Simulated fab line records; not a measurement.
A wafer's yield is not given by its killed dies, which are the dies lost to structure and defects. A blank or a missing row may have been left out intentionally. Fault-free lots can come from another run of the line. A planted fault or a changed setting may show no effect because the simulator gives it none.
Chamber matching	flow sky130	SKY_VIA3_CMP_24 on cmp-01: 4 sister chambers
The step polishes, stops on SiO2, t overpolish 20 s, target thk 0 nm. 16 wafers are shown with their chamber, then 8 later ones without.

WAFERS WITH THEIR CHAMBER
wafer	chamber	motorCurrentA (A)	timeToEndpointS (s)	overpolishRunS (s)
L519.3	0	10.2	95	19.991
L519.5	0	10.4	95	19.996
L519.6	1	11.6	98	19.996
L521.3	2	9.5	92	19.993
L521.4	1	10.9	100	19.985
L521.6	2	9.4	96	19.995
L522.2	0	10.6	92	20.004
L522.3	1	12.1	97	20.003
L522.6	1	11.9	104	20.005
L523.1	2	9.1	96	19.990
L523.5	0	10.5	96	19.999
L523.6	3	11.7	98	19.982
L526.2	3	12.0	94	20.006
L526.3	1	11.3	98	19.988
L526.4	0	10.5	91	20.021
L535.4	0	10.8	96	20.004

SIGNATURES (means of the wafers above)
reading	chamber 0	chamber 1	chamber 2	chamber 3	scatter within a chamber
motorCurrentA	10.500	11.560	9.333	11.850	0.322
timeToEndpointS	94.17	99.40	94.67	96.00	2.46
overpolishRunS	20.00250	19.99540	19.99267	19.99400	0.00978
Rule: a wafer lies at a distance from a chamber equal to the root of the sum of squares, over the readings, of (its reading less the chamber's mean, divided by the reading's scatter). The wafer belongs to the nearest chamber; if the next one is less than 2 further off, it can't be placed. The scatter: the root of (the sum of the squares of (reading less its chamber's mean) over the shown wafers, divided by (wafers less chambers)).

WAFERS WITH NO CHAMBER GIVEN
wafer	motorCurrentA (A)	timeToEndpointS (s)	overpolishRunS (s)
L535.5	9.2	96	19.995
L535.6	11.9	101	19.996
L536.1	10.9	93	20.005
L536.2	11.5	106	19.984
L536.5	9.6	95	19.990
L537.1	12.4	101	20.016
L537.5	10.4	94	19.992
L537.6	12.3	97	19.994

THE CHAMBER EACH PASSED THROUGH
wafer	from the rows above	in truth
L535.5	2	2
L535.6	can't be placed: 1 or 3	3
L536.1	0	0
L536.2	can't be placed: 1 or 3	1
L536.5	2	2
L537.1	can't be placed: 1 or 3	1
L537.5	0	0
L537.6	can't be placed: 3 or 1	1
Correct placement for 4 of the 8. These rows do not allow placing 4 (true chamber among the candidates in 4). 0 placed wrongly.
